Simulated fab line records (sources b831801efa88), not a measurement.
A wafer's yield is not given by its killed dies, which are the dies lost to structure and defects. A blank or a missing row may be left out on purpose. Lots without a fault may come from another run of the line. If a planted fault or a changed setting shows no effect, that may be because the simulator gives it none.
Struck lot and sound lot, side by side || flow sky130 || 43 out of 708 route steps
Sound: wafers L696.2, L696.3, L696.6. Struck: wafer L708.1. (L708.2, L708.3 of the same lot were not struck and are left out.) The cause comes at the end.
Each step with rows lists, per side, the tool, then ch with its chambers, then its first start. Under that, the readings that differ: sound wafers || struck wafers || difference of the means || sigmas: that difference in standard deviations of wafers without a fault.
alike: words and numbers the same on both sides, and readings whose means are apart by under 2 such deviations; not compared: readings that were withheld, readings missing a value for some wafer, numbers with overlapping values and no deviation given by the record, and bounds like >300 which may hide the same value.
Wherever a step has rows on one side only, a row that says differs or no value, or a row with sigmas, the two part there. Numbers that don't overlap but have no deviation are shown without sigmas and don't part them. A reading that every wafer of one side lacks parts them only if that side has two wafers or more.

SKY_LI_CONTACT_BOW_MEAS_03:
  sound on film_metro-04, day 28 20:41; struck on film_metro-02, day 32 14:19
  alike: LI_CONTACT_BOW
then, 8 steps without rows for these wafers: SKY_LI_CONTACT_DEHYDRATE_04 (time 60 s); SKY_LI_CONTACT_HMDS_05 (prime time 60 s); SKY_LI_CONTACT_COAT_06 (resist thk 60 nm); SKY_LI_CONTACT_COAT_07 (resist thk 450 nm); SKY_LI_CONTACT_SOFTBAKE_08 (time 90 s); SKY_LI_CONTACT_EXPOSE_09 (exposes mask LICM1, target cd 170 nm); SKY_LI_CONTACT_PEB_10; SKY_LI_CONTACT_DEVELOP_11 (develop time 60 s).
SKY_LI_CONTACT_CD_MEAS_12: target cd 170 nm.
  sound on cd_sem-02, day 30 00:14; struck on cd_sem-01, day 33 16:29
{"reading": "cd_nm (nm)", "sound": "167.4 168.4 168.4", "struck": 171.6, "difference": "+3.5", "sigmas": "+2"}
SKY_LI_CONTACT_OVL_MEAS_13:
  sound on overlay-01, day 30 00:20; struck on overlay-02, day 33 16:36
  alike: LI_CONTACT_OVL
then, 1 step without rows for these wafers: SKY_LI_CONTACT_ETCH_14 (etches BARC in N2/H2, stops on SiO2, time 45.9 s, target depth 60 nm).
SKY_LI_CONTACT_ETCH_15: etches PSG in C4F8/O2/Ar, stops on Si, target depth 600 nm.
  sound on rie_diel-03 ch 1,2, day 30 00:25; struck on rie_diel-03 ch 0, day 33 16:41
{"reading": "oes_product_au (a.u.)", "sound": "0.833 0.824 0.840", "struck": 0.846, "difference": "+0.014", "sigmas": "+3"}
then, 3 steps without rows for these wafers: SKY_LI_CONTACT_STRIP_16 (strips in O2/N2); SKY_LI_CONTACT_CLEAN_17 (cleans in NMP, time 600 s); SKY_LI_CONTACT_PRE_CLEAN_18 (time 5.6 s).
SKY_LI_CONTACT_SPUTTER_19: material Ti, target thk 20 nm, time 106.37 s.
  sound on pvd_sputter-01, day 30 00:47; struck on pvd_sputter-02, day 33 17:04
  alike: throttle_valve_pct
then, 1 step without rows for these wafers: SKY_LI_CONTACT_SPUTTER_20 (material TiN, target thk 20 nm, time 80 s).
SKY_LI_CONTACT_CVD_21: deposits W, target thk 400 nm, time 120.56 s.
  sound on cvd_w-02 ch 0,1, day 30 00:56; struck on cvd_w-01 ch 0, day 33 17:12
{"reading": "heater_power_w (W)", "sound": "929 916 943", "struck": 693, "difference": -236, "sigmas": -2}
SKY_LI_CONTACT_RS_MEAS_22: uses a four-point probe to measure.
  sound on film_metro-04, day 30 01:04; struck on film_metro-04, day 33 17:19
  alike: LI_CONTACT_W_RS
SKY_LI_CONTACT_THK_MEAS_23: measures by xrf.
  sound on film_metro-04, day 30 01:11; struck on film_metro-04, day 33 17:26
  alike: LI_CONTACT_W_THK
SKY_LI_CONTACT_CMP_24: polishes, stops on PSG, t overpolish 20 s, target thk 0 nm.
  sound on cmp-02 ch 1,3, day 30 01:14; struck on cmp-01 ch 3, day 33 17:30
  alike: head_pressure_psi, motor_current_A, overpolish_run_s, slurry_flow_ml_min, time_to_endpoint_s
then, 1 step without rows for these wafers: SKY_LOCAL_INTERCONNECT_SPUTTER_00 (material TiN, target thk 100 nm, time 83.3 s).
SKY_LOCAL_INTERCONNECT_RS_MEAS_01: uses a four-point probe to measure.
  sound on film_metro-02, day 30 01:37; struck on film_metro-01, day 33 17:52
  alike: LOCAL_INTERCONNECT_TIN_RS
SKY_LOCAL_INTERCONNECT_THK_MEAS_02: measures by xrf.
  sound on film_metro-02, day 30 01:44; struck on film_metro-01, day 33 17:59
  alike: LOCAL_INTERCONNECT_TIN_THK
then, 8 steps without rows for these wafers: SKY_LOCAL_INTERCONNECT_DEHYDRATE_03 (time 60 s); SKY_LOCAL_INTERCONNECT_HMDS_04 (prime time 60 s); SKY_LOCAL_INTERCONNECT_COAT_05 (resist thk 60 nm); SKY_LOCAL_INTERCONNECT_COAT_06 (resist thk 450 nm); SKY_LOCAL_INTERCONNECT_SOFTBAKE_07 (time 90 s); SKY_LOCAL_INTERCONNECT_EXPOSE_08 (exposes mask LI1M, target cd 170 nm); SKY_LOCAL_INTERCONNECT_PEB_09; SKY_LOCAL_INTERCONNECT_DEVELOP_10 (develop time 60 s).
SKY_LOCAL_INTERCONNECT_CD_MEAS_11: target cd 170 nm.
  sound on cd_sem-02, day 31 06:03; struck on cd_sem-01, day 34 19:30
  alike: cd_nm
SKY_LOCAL_INTERCONNECT_OVL_MEAS_12:
  sound on overlay-02, day 31 06:10; struck on overlay-01, day 34 19:37
  alike: LOCAL_INTERCONNECT_OVL
SKY_LOCAL_INTERCONNECT_ETCH_13: etches BARC in N2/H2, stops on SiO2, time 45.9 s, target depth 60 nm.
  sound on rie_metal-02 ch 0,1, day 31 06:11; struck on rie_metal-01 ch 1, day 34 19:39
{"reading": "drypump_motor_current_A (A)", "sound": "6.18 6.09 6.15", "struck": 5.36, "difference": -0.78, "sigmas": -3}
  alike: oes_product_au, throttle_valve_pct
  not compared: rf_hours_counter_h
SKY_LOCAL_INTERCONNECT_METAL_ETCH_14: etches TiN in Cl2/BCl3, stops on PSG, target depth 110 nm, time 31.4 s.
  sound on rie_metal-02 ch 0,1, day 31 06:15; struck on rie_metal-01 ch 1, day 34 19:43
{"reading": "bcl3_flow_sccm (sccm)", "sound": "30.16 30.10 30.08", "struck": 29.90, "difference": -0.21, "sigmas": -3}
{"reading": "drypump_motor_current_A (A)", "sound": "6.16 6.08 6.18", "struck": 5.33, "difference": -0.81, "sigmas": -3}
  alike: oes_product_au, throttle_valve_pct
  not compared: rf_hours_counter_h
then, 5 steps without rows for these wafers: SKY_LOCAL_INTERCONNECT_STRIP_15 (strips in O2/N2); SKY_LOCAL_INTERCONNECT_STRIP_16 (strips in post etch residue remover, time 1200 s); SKY_LOCAL_INTERCONNECT_CLEAN_17 (cleans in IPA, time 180 s); SKY_LOCAL_INTERCONNECT_CLEAN_18 (cleans in O3/DIW); SKY_CONTACT_CVD_00 (deposits Si3N4, target thk 75 nm).
-- the record jumps here: 14 days lie between the struck wafers' starts before and after (it left off in module CONTACT and takes up again in module PAD_OPEN, whose first step shown is number 708 of the route) --
SKY_PAD_OPEN_PROBE_99:
  sound on prober-01, day 46 08:10; struck on prober-01, day 49 02:55
{"reading": "killed_at_contacts", "sound": "19 21 19", "struck": 83, "difference": "+63", "sigmas": "+13"}
{"reading": "killed_dies", "sound": "66 93 70", "struck": 150, "difference": "+74", "sigmas": "+8"}
  alike: killed_at_M0_to_M3, killed_at_M4_up, killed_at_front_end, killed_at_other, killed_open, killed_short

WHERE THEY PART
Earliest at SKY_LI_CONTACT_CD_MEAS_12; latest, in this record, at SKY_PAD_OPEN_PROBE_99.

WHY: the cause the simulator had injected
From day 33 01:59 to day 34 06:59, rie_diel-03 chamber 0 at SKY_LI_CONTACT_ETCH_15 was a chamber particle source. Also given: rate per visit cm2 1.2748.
